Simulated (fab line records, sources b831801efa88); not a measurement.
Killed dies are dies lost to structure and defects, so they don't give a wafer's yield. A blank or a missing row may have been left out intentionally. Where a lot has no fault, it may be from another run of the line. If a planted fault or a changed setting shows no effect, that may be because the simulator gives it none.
Which of the tools did it? + flow gf180mcu + 39 wafers sampled from 13 lots at 1 step of a route of 602

WHAT THE GAUGES SHOWED, per wafer
GF_HV_LDD_OVL_MEAS_47. Usual: HV_LDD_03_OVL 0.4 nm, standard deviation 1.4.
| lot  | measured     | on         | HV_LDD_03_OVL (nm) | flag |
|------|--------------|------------|--------------------|------|
| L980 | day 12 03:18 | overlay-02 | 0.5 0.9 0.6        |      |
| L981 | day 12 10:04 | overlay-02 | 0.8 1.4 1.1        |      |
| L984 | day 13 06:21 | overlay-01 | 0.3 -1.0 -0.6      |      |
| L985 | day 13 13:52 | overlay-01 | -1.5 1.0 -1.5      |      |
| L986 | day 13 20:08 | overlay-02 | 3.4 1.9 2.1        |      |
| L987 | day 14 05:21 | overlay-02 | 0.5 0.9 1.0        |      |
| L989 | day 15 05:15 | overlay-02 | -0.2 1.1 0.2       |      |
| L990 | day 15 05:58 | overlay-02 | 0.5 -0.7 -1.6      |      |
| L991 | day 15 12:38 | overlay-02 | -1.6 0.6 0.1       |      |
| L993 | day 16 15:08 | overlay-01 | 1.4 2.1 -1.0       |      |
| L101 | day 19 06:09 | overlay-02 | 1.0 2.1 2.7        |      |
| L102 | day 19 06:26 | overlay-02 | 1.8 -0.6 1.7       |      |
| L103 | day 19 21:36 | overlay-01 | 0.4 2.0 4.1        |      |

TOOL THAT RAN EACH LOT (tool first, then ch and the chambers of the sampled wafers, then the start)
The record holds no process step before these readings.

AS READ BY THE TOOLS THEMSELVES (means over the sampled wafers that have a number; for cases with no such wafer, the mark the record gives instead)
The record holds no such reading with a usual standard deviation.

THE ANSWER, worked out from the rows above alone
Rule: take the mean of a lot's wafers that have a number; if it is more than 3 standard deviations from the usual mean, the lot is off. Also off: a lot with no number at a reading for which 4 or more lots have one. The other lots that the step has rows for count as sound. Order of review: gauges by route order, followed by the tools' own readings, for which a lot's mean as printed above is used. At the first step where some lot is off, the reading lying furthest off is the one used; lots without a number count as furthest.
No lot is off at any reading shown: from this, nothing can be told.

WHAT THE SIMULATOR HAD PUT IN
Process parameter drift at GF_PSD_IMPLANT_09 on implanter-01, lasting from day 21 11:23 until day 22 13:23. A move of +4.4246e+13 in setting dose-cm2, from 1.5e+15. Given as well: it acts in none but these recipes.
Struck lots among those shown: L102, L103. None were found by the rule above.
